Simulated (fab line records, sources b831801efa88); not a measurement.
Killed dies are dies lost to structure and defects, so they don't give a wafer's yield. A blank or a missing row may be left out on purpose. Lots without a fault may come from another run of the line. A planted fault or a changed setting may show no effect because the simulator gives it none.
A struck lot beside a sound one | flow sky130 | 16 steps out of a route of 708
Sound: wafers L407.1, L407.3, L407.5. Struck: wafers L401.2, L401.4, L401.5. The cause comes at the end.
At each step with rows: each side's tool, then ch and its chambers, then its first start. Under that, the readings that differ: sound wafers | struck wafers | difference of the means | sigmas: that difference in standard deviations of wafers without a fault.
alike: readings whose means differ by less than 2 such deviations, and words and numbers that are the same on both sides. not compared: withheld readings, readings that some wafer has no value for, bounds like >300 that may hide the same value, and numbers for which the record gives no deviation and whose values overlap.
The two part at a step that has a row with sigmas, a row that says differs or no value, or rows on one side only. Numbers that don't overlap but have no deviation are shown without sigmas and don't part them. A reading that every wafer of one side lacks parts them only if that side has two wafers or more.

first, 5 steps without rows for these wafers: SKY_POLY_GATE_COAT_08 (resist thk 450 nm); SKY_POLY_GATE_SOFTBAKE_09 (time 90 s); SKY_POLY_GATE_EXPOSE_10 (exposes mask P1M, target cd 150 nm); SKY_POLY_GATE_PEB_11; SKY_POLY_GATE_DEVELOP_12 (develop time 60 s).
SKY_POLY_GATE_CD_MEAS_13: target cd 150 nm.
  sound on cd_sem-02, day 23 20:57; struck on cd_sem-01, day 23 03:28
  alike: cd_nm
SKY_POLY_GATE_OVL_MEAS_14:
  sound on overlay-01, day 23 21:04; struck on overlay-02, day 23 03:35
  alike: POLY_GATE_OVL
SKY_POLY_GATE_ETCH_15: etches BARC in N2/H2, stops on SiO2, time 118.5 s, target depth 110 nm.
  sound on rie_diel-01 ch 0,1, day 23 21:07; struck on rie_diel-01 ch 0,1,2, day 23 03:37
  alike: bias_w, drypump_motor_current_A, oes_product_au, throttle_valve_pct
  not compared: rf_hours_counter_h
SKY_POLY_GATE_ETCH_16: etches Si3N4 in CH3F/O2, stops on poly-Si, time 147.5 s, target depth 75 nm.
  sound on rie_diel-01 ch 0,1, day 23 21:11; struck on rie_diel-01 ch 0,1,2, day 23 03:41
  alike: bias_w, drypump_motor_current_A, oes_product_au, throttle_valve_pct
  not compared: rf_hours_counter_h
SKY_POLY_GATE_ETCH_17: etches poly-Si in HBr/Cl2, stops on SiO2, target depth 180 nm, time 70.5 s.
  sound on rie_si-02 ch 0,1,2, day 23 21:17; struck on rie_si-01 ch 0,1, day 23 03:47
  alike: HBr_flow_sccm, bias_w, drypump_motor_current_A, oes_product_au, throttle_valve_pct
  not compared: rf_hours_counter_h
SKY_POLY_GATE_STRIP_18: strips in O2/N2.
  sound on plasma_asher-02 ch 0,1, day 23 21:20; struck on plasma_asher-03 ch 0,1, day 23 03:50
  alike: drypump_motor_current_A, o2_flow_sccm, oes_product_au, strip_time_to_endpoint_s
  not compared: rf_hours_counter_h
then, 1 step without rows for these wafers: SKY_POLY_GATE_CLEAN_19 (cleans in SC1/SC2, time 150 s).
SKY_POLY_GATE_OXIDATION_20: stabilise 600 s, purge 300 s, target thk 4 nm.
  sound on furnace-01 ch 0, day 23 21:29; struck on furnace-02 ch 0, day 23 05:32
  reading                  | sound          | struck         | difference | sigmas
  zone_power_lower_pct (%) | 19.5 19.1 19.1 | 14.6 14.5 14.5 | -4.7       | -2
SKY_POLY_GATE_THK_MEAS_21:
  sound on film_metro-04, day 23 22:44; struck on film_metro-01, day 23 06:47
  reading                      | sound          | struck         | difference | sigmas
  POLY_GATE_OXIDATION_THK (nm) | 4.10 4.05 4.14 | 6.40 6.46 6.59 | +2.39      | +25
SKY_POLY_GATE_CD_MEAS_22:
  sound on cd_sem-01, day 23 22:48; struck on cd_sem-01, day 23 06:53
  alike: cd_nm
-- the record jumps here: 27 days lie between the struck wafers' starts before and after (it left off in module POLY_GATE and takes up again in module PAD_OPEN, whose first step shown is number 708 of the route) --
SKY_PAD_OPEN_PROBE_99:
  sound on prober-01, day 50 14:54; struck on prober-01, day 50 03:01
  reading                                 | sound             | struck            | difference | sigmas
  model.etest.tip_sonos.rs_ohm_sq         | 2639 2606 2686    | 3089 3022 3165    | +448       |
  model.etest.tip_p.rs_ohm_sq             | 6845 6796 6882    | 7332 7363 7375    | +516       |
  model.etest.pfet_01v8.r_on_ohm_um       | 2942 2839 2980    | 3145 3087 3104    | +192       |
  model.etest.res_pdiff.line_ohm_um       | 1353 1353 1360    | 1434 1416 1430    | +71        |
  model.etest.tip_n.rs_ohm_sq             | 434.9 438.1 438.7 | 487.5 486.8 485.2 | +49.3      |
  model.etest.res_ndiff.line_ohm_um       | 764 753 755.8     | 784.4 789.1 787.5 | +29.4      |
  model.etest.sonos_uncharged.r_on_ohm_um | 813.8 781.5 807.4 | 838.2 836.5 837.8 | +36.6      |
  alike: killed_at_M0_to_M3, killed_at_M4_up, killed_at_contacts, killed_at_front_end, killed_at_other, killed_dies, killed_open, killed_short
  not compared: model.etest.nfet_01v8.r_on_ohm_um

WHERE THEY PART
First at SKY_POLY_GATE_OXIDATION_20; last, within this record, at SKY_POLY_GATE_THK_MEAS_21. Later steps at which nothing parts them and some readings are alike: SKY_POLY_GATE_CD_MEAS_22, SKY_PAD_OPEN_PROBE_99.

WHY: what the simulator had put in
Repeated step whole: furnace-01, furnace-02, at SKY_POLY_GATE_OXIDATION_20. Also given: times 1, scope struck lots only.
